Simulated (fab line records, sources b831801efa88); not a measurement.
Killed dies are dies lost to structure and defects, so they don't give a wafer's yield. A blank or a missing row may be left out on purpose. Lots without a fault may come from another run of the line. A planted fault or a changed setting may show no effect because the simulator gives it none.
A struck lot beside a sound one | flow sky130 | 14 steps out of a route of 708
Sound: wafers L993.1, L993.3, L993.6. Struck: wafers L996.1, L996.2, L996.4. The cause comes at the end.
At each step with rows: each side's tool, then ch and its chambers, then its first start. Under that, the readings that differ: sound wafers | struck wafers | difference of the means | sigmas: that difference in standard deviations of wafers without a fault.
alike: readings whose means differ by less than 2 such deviations, and words and numbers that are the same on both sides. not compared: withheld readings, readings that some wafer has no value for, bounds like >300 that may hide the same value, and numbers for which the record gives no deviation and whose values overlap.
The two part at a step that has a row with sigmas, a row that says differs or no value, or rows on one side only. Numbers that don't overlap but have no deviation are shown without sigmas and don't part them. A reading that every wafer of one side lacks parts them only if that side has two wafers or more.

SKY_LI_CONTACT_CVD_21: deposits W, target thk 400 nm, time 120.56 s.
  sound on cvd_w-01 ch 0,1, day 32 07:07; struck on cvd_w-02 ch 0,1, day 32 09:46
  alike: heater_power_w, susceptor_temp_C
SKY_LI_CONTACT_RS_MEAS_22: measures by four-point-probe.
  sound on film_metro-01, day 32 07:15; struck on film_metro-01, day 32 09:53
  alike: LI_CONTACT_W_RS
SKY_LI_CONTACT_THK_MEAS_23: measures by xrf.
  sound on film_metro-01, day 32 07:22; struck on film_metro-01, day 32 10:00
  alike: LI_CONTACT_W_THK
SKY_LI_CONTACT_CMP_24: polishes, stops on PSG, t overpolish 20 s, target thk 0 nm.
  sound on cmp-02 ch 0,2, day 32 07:26; struck on cmp-01 ch 0,2,3, day 32 10:07
  reading                 | sound             | struck            | difference | sigmas
  head_pressure_psi (psi) | 3.490 3.483 3.484 | 3.527 3.505 3.504 | +0.026     | +3
  alike: motor_current_A, overpolish_run_s, time_to_endpoint_s
SKY_LOCAL_INTERCONNECT_SPUTTER_00: material TiN, target thk 100 nm, time 83.3 s.
  sound on pvd_sputter-04, day 32 07:44; struck on pvd_sputter-02, day 32 10:22
  alike: cathode_dc_power_W, susceptor_temp_C, throttle_valve_pct
SKY_LOCAL_INTERCONNECT_RS_MEAS_01: measures by four-point-probe.
  sound on film_metro-04, day 32 07:47; struck on film_metro-03, day 32 10:26
  alike: LOCAL_INTERCONNECT_TIN_RS
SKY_LOCAL_INTERCONNECT_THK_MEAS_02: measures by xrf.
  sound on film_metro-04, day 32 07:55; struck on film_metro-03, day 32 10:33
  alike: LOCAL_INTERCONNECT_TIN_THK
then, 5 steps without rows for these wafers: SKY_LOCAL_INTERCONNECT_DEHYDRATE_03 (time 60 s); SKY_LOCAL_INTERCONNECT_HMDS_04 (prime time 60 s); SKY_LOCAL_INTERCONNECT_COAT_05 (resist thk 60 nm); SKY_LOCAL_INTERCONNECT_COAT_06 (resist thk 455.2 nm); SKY_LOCAL_INTERCONNECT_SOFTBAKE_07 (time 90 s).
SKY_LOCAL_INTERCONNECT_EXPOSE_08: exposes mask LI1M, target cd 170 nm.
  sound on krf_scanner-01 ch 0, day 32 21:37; struck on krf_scanner-01, day 33 00:20
  no value came back on the struck wafers for exposure_dose_mJ_cm2, focus_offset_nm (nm), stage_vel_mm_s (mm/s); on the sound wafers exposure_dose_mJ_cm2 reads 28.031 28.029 28.032
  alike: mask
then, 1 step without rows for these wafers: SKY_LOCAL_INTERCONNECT_PEB_09.

WHERE THEY PART
First at SKY_LI_CONTACT_CMP_24; last, within this record, at SKY_LOCAL_INTERCONNECT_EXPOSE_08.

WHY: what the simulator had put in
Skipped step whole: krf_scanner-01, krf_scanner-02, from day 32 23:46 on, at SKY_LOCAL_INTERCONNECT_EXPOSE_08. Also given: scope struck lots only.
